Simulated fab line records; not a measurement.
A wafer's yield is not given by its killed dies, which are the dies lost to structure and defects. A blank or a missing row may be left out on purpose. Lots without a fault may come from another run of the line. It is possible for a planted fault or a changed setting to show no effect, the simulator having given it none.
Which tool was responsible? / flow sky130 / 13 lots with 39 wafers sampled at 3 steps, on a route of 708 steps

== WHAT EACH GAUGE READ, for each wafer ==
SKY_POLY_GATE_OVL_MEAS_14. Usual: for POLY_GATE_OVL the level is 2 nm and the standard deviation is 5.9.
lot=L279; measured=day 16 10:49; on=overlay-02; POLY_GATE_OVL (nm)=-5 -3 -5; flag=
lot=L280; measured=day 16 17:16; on=overlay-01; POLY_GATE_OVL (nm)=9 8 3; flag=
lot=L282; measured=day 17 06:22; on=overlay-02; POLY_GATE_OVL (nm)=8 11 6; flag=
lot=L283; measured=day 17 20:32; on=overlay-01; POLY_GATE_OVL (nm)=2 8 9; flag=
lot=L284; measured=day 18 03:19; on=overlay-02; POLY_GATE_OVL (nm)=-2 7 -4; flag=
lot=L285; measured=day 18 09:10; on=overlay-02; POLY_GATE_OVL (nm)=-3 -3 0; flag=
lot=L295; measured=day 22 13:03; on=overlay-02; POLY_GATE_OVL (nm)=1 4 1; flag=
lot=L297; measured=day 23 00:39; on=overlay-01; POLY_GATE_OVL (nm)=-1 5 3; flag=
lot=L298; measured=day 23 14:16; on=overlay-02; POLY_GATE_OVL (nm)=13 8 6; flag=
lot=L299; measured=day 23 18:33; on=overlay-01; POLY_GATE_OVL (nm)=14 -1 10; flag=
lot=L300; measured=day 24 06:10; on=overlay-02; POLY_GATE_OVL (nm)=12 6 7; flag=
lot=L301; measured=day 24 14:56; on=overlay-02; POLY_GATE_OVL (nm)=-8 -2 3; flag=
lot=L302; measured=day 24 21:12; on=overlay-02; POLY_GATE_OVL (nm)=1 3 -1; flag=

SKY_LDD_N_OVL_MEAS_07. Usual: for LDD_N_OVL the level is 0.2 nm and the standard deviation is 1.4.
lot=L279; measured=day 17 17:45; on=overlay-02; LDD_N_OVL (nm)=2.9 -0.7 2.0; flag=
lot=L280; measured=day 18 01:09; on=overlay-02; LDD_N_OVL (nm)=-0.6 0.6 -2.4; flag=
lot=L282; measured=day 18 14:53; on=overlay-01; LDD_N_OVL (nm)=1.7 -1.4 0.3; flag=
lot=L283; measured=day 19 05:05; on=overlay-01; LDD_N_OVL (nm)=0.7 1.5 2.3; flag=
lot=L284; measured=day 19 10:56; on=overlay-02; LDD_N_OVL (nm)=-1.4 -0.9 -0.9; flag=
lot=L285; measured=day 19 18:41; on=overlay-02; LDD_N_OVL (nm)=0.2 -0.3 0.6; flag=
lot=L295; measured=day 23 20:29; on=overlay-01; LDD_N_OVL (nm)=-2.5 0.4 -0.5; flag=
lot=L297; measured=day 24 08:14; on=overlay-01; LDD_N_OVL (nm)=2.3 2.9 4.4; flag=
lot=L298; measured=day 24 21:59; on=overlay-02; LDD_N_OVL (nm)=-0.8 0.2 -0.8; flag=
lot=L299; measured=day 25 01:53; on=overlay-01; LDD_N_OVL (nm)=-0.6 -1.4 -2.1; flag=
lot=L300; measured=day 25 13:30; on=overlay-02; LDD_N_OVL (nm)=0.8 -1.1 -0.8; flag=
lot=L301; measured=day 25 22:23; on=overlay-02; LDD_N_OVL (nm)=1.1 2.6 0.5; flag=
lot=L302; measured=day 26 04:05; on=overlay-02; LDD_N_OVL (nm)=0.1 -0.9 0.7; flag=

SKY_LDD_P_TW_MEAS_11. Usual: for LDD_P_TW the level is 637 and the standard deviation is 6.9.
lot=L279; measured=day 19 00:34; on=filmMetro-04; LDD_P_TW=632 633 632; flag=
lot=L280; measured=day 19 09:06; on=filmMetro-04; LDD_P_TW=634 635 639; flag=
lot=L282; measured=day 19 23:26; on=filmMetro-01; LDD_P_TW=628 630 630; flag=
lot=L283; measured=day 20 13:50; on=filmMetro-01; LDD_P_TW=626 630 626; flag=
lot=L284; measured=day 20 19:27; on=filmMetro-04; LDD_P_TW=640 641 640; flag=
lot=L285; measured=day 21 02:56; on=filmMetro-04; LDD_P_TW=640 639 639; flag=
lot=L295; measured=day 25 04:05; on=filmMetro-02; LDD_P_TW=646 645 646; flag=
lot=L297; measured=day 25 14:35; on=filmMetro-02; LDD_P_TW=643 648 641; flag=
lot=L298; measured=day 26 05:08; on=filmMetro-02; LDD_P_TW=645 643 646; flag=
lot=L299; measured=day 26 08:47; on=filmMetro-04; LDD_P_TW=634 638 637; flag=
lot=L300; measured=day 26 20:18; on=filmMetro-01; LDD_P_TW=629 631 633; flag=
lot=L301; measured=day 27 04:36; on=filmMetro-02; LDD_P_TW=644 640 648; flag=
lot=L302; measured=day 27 11:01; on=filmMetro-01; LDD_P_TW=628 621 625; flag=

== WHAT TOOL EACH LOT RAN ON (gives the tool, then ch and the chambers of the sampled wafers, and finally the start) ==
There is no process step in the record ahead of these readings.

== AS READ BY THE TOOLS THEMSELVES (means over the sampled wafers that have a number; for cases with no such wafer, the mark the record gives instead) ==
The record holds no such reading with a usual standard deviation.

== THE ANSWER, worked out from the rows above alone ==
Rule: a lot is off if the mean of its wafers that have a number lies more than 3 standard deviations from the usual mean. Also off: a lot with no number at a reading for which 4 or more lots have one. The other lots that the step has rows for count as sound. Order of review: gauges by route order, followed by the tools' own readings, for which a lot's mean as printed above is used. At the first step where some lot is off, the reading lying furthest off is the one used; lots without a number count as furthest.
No lot is off on any of the readings shown, so nothing can be concluded from this.

== WHAT HAD BEEN PUT IN BY THE SIMULATOR ==
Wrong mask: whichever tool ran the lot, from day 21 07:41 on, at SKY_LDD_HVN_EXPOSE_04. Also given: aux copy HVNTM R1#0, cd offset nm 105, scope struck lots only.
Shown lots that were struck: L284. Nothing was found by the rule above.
